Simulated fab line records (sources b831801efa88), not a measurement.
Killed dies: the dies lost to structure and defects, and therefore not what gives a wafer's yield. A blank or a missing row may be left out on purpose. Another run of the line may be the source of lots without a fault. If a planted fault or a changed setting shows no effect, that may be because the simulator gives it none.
Tool commonality check	flow sky130	12 lots, 36 wafers sampled

## WHY THIS WAS OPENED
Of 12 lots, 1 have the reading PWDE_RS flagged at SKY_NWELL_RS_MEAS_31. No-fault wafers: 5278 ohm/sq, standard deviation 18.
Rule: flag the lot when none of its wafers has a number, or when each of its wafers that has one lies beyond 4 standard deviations from that mean. The rest of the lots are taken to be sound.

lot	measured	on	PWDE_RS (ohm/sq), wafer by wafer	flag
L771	day 5 17:35	film_metro-04	5278 5306 5307	
L772	day 5 19:47	film_metro-03	5277 5285 5298	
L773	day 5 23:52	film_metro-03	5269 5268 5280	
L774	day 6 06:08	film_metro-03	5272 5291 5284	
L775	day 6 13:30	film_metro-01	5264 5268 5266	
L776	day 6 21:11	film_metro-04	5271 5278 5285	
L777	day 7 01:13	film_metro-04	5258 5242 5259	
L778	day 7 05:26	film_metro-01	5610 5600 5591	FLAGGED
L788	day 10 01:17	film_metro-01	5276 5293 5297	
L790	day 10 13:05	film_metro-03	5296 5274 5299	
L791	day 10 17:29	film_metro-01	5254 5261 5265	
L792	day 10 22:17	film_metro-01	5286 5283 5279	
Average over the flagged lots: 5600 ohm/sq; offset from the usual +322 ohm/sq, equal to +18 standard deviations.

## WHICH TOOL RAN EACH LOT
The record holds 2 process steps before the reading, out of a route of 708 steps. Every cell lists first the tool, next ch and the chambers used by the sampled wafers, and last the start.
lot	flag	SKY_FIELD_ISO_ETCH_17	SKY_PWDE_IMPLANT_08
L771		rie_si-02 ch 0,2,3, day 2 11:28	implanter-01 ch 0, day 4 05:13
L772		rie_si-01 ch 0,2,3, day 2 15:32	implanter-01 ch 0, day 4 08:10
L773		rie_si-02 ch 1,2, day 2 20:12	implanter-03 ch 0, day 4 11:07
L774		rie_si-01 ch 0,1,3, day 3 02:09	implanter-01 ch 0, day 4 17:13
L775		rie_si-01 ch 0,2,3, day 3 08:06	implanter-03 ch 0, day 5 00:28
L776		rie_si-01 ch 0,1,2, day 3 14:30	implanter-03 ch 0, day 5 07:34
L777		rie_si-02 ch 0,1,2, day 3 17:26	implanter-03 ch 0, day 5 11:32
L778	FLAGGED	rie_si-01 ch 0,2,3, day 3 22:32	implanter-03 ch 0, day 5 14:43
L788		rie_si-02 ch 0,1,2, day 6 04:32	implanter-01 ch 0, day 8 03:44
L790		rie_si-02 ch 1,2, day 6 14:01	implanter-01 ch 0, day 8 14:59
L791		rie_si-01 ch 0,2, day 6 18:42	implanter-01 ch 0, day 8 19:46
L792		rie_si-01 ch 0,1,2, day 7 00:15	implanter-04 ch 0, day 9 00:23
What is done by these steps:
- SKY_FIELD_ISO_ETCH_17: etches Si in HBr/Cl2/O2, target depth 342 nm, time 97.7 s.
- SKY_PWDE_IMPLANT_08
- SKY_NWELL_RS_MEAS_31: measures by four-point-probe.

## FLAGGED OVER TOTAL, TOOL BY TOOL (the gauges that took the reading come last)
step	tool	lots run	flagged	share of the flagged lots	sound lots run after its first flagged lot
SKY_FIELD_ISO_ETCH_17	rie_si-01	7	1	all	2 (L791,L792)
SKY_FIELD_ISO_ETCH_17	rie_si-02	5	0	none	-
SKY_PWDE_IMPLANT_08	implanter-01	6	0	none	-
SKY_PWDE_IMPLANT_08	implanter-03	5	1	all	0
SKY_PWDE_IMPLANT_08	implanter-04	1	0	none	-
SKY_NWELL_RS_MEAS_31	film_metro-01	5	1	all	3 (L788,L791,L792)
SKY_NWELL_RS_MEAS_31	film_metro-03	4	0	none	-
SKY_NWELL_RS_MEAS_31	film_metro-04	3	0	none	-

## WHAT IS ALLOWED BY THE TABLE
rie_si-01 at SKY_FIELD_ISO_ETCH_17, implanter-03 at SKY_PWDE_IMPLANT_08 and film_metro-01 at SKY_NWELL_RS_MEAS_31: these 3 rows of the table ran every flagged lot.
- rie_si-01 at SKY_FIELD_ISO_ETCH_17: 1 of its 7 lots flagged. After the first flagged lot (L791, L792), sound lots still ran on it; a lasting fault on the whole tool would not permit that.
- implanter-03 at SKY_PWDE_IMPLANT_08: 1 of its 5 lots flagged. Last sound lot L777 at day 5 11:32, first flagged lot L778 at day 5 14:43; a fault beginning in between fits.
- film_metro-01 at SKY_NWELL_RS_MEAS_31: 1 of its 5 lots flagged. After the first flagged lot (L788, L791, L792), sound lots still ran on it; a lasting fault on the whole tool would not permit that.
Left over: one tool, implanter-03 at SKY_PWDE_IMPLANT_08.

## WHAT THE SIMULATOR PUT IN
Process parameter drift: implanter-03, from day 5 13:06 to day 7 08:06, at SKY_PWDE_IMPLANT_08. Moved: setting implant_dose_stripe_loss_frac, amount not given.
Shown lots that were struck: L778. The rule above found the same.
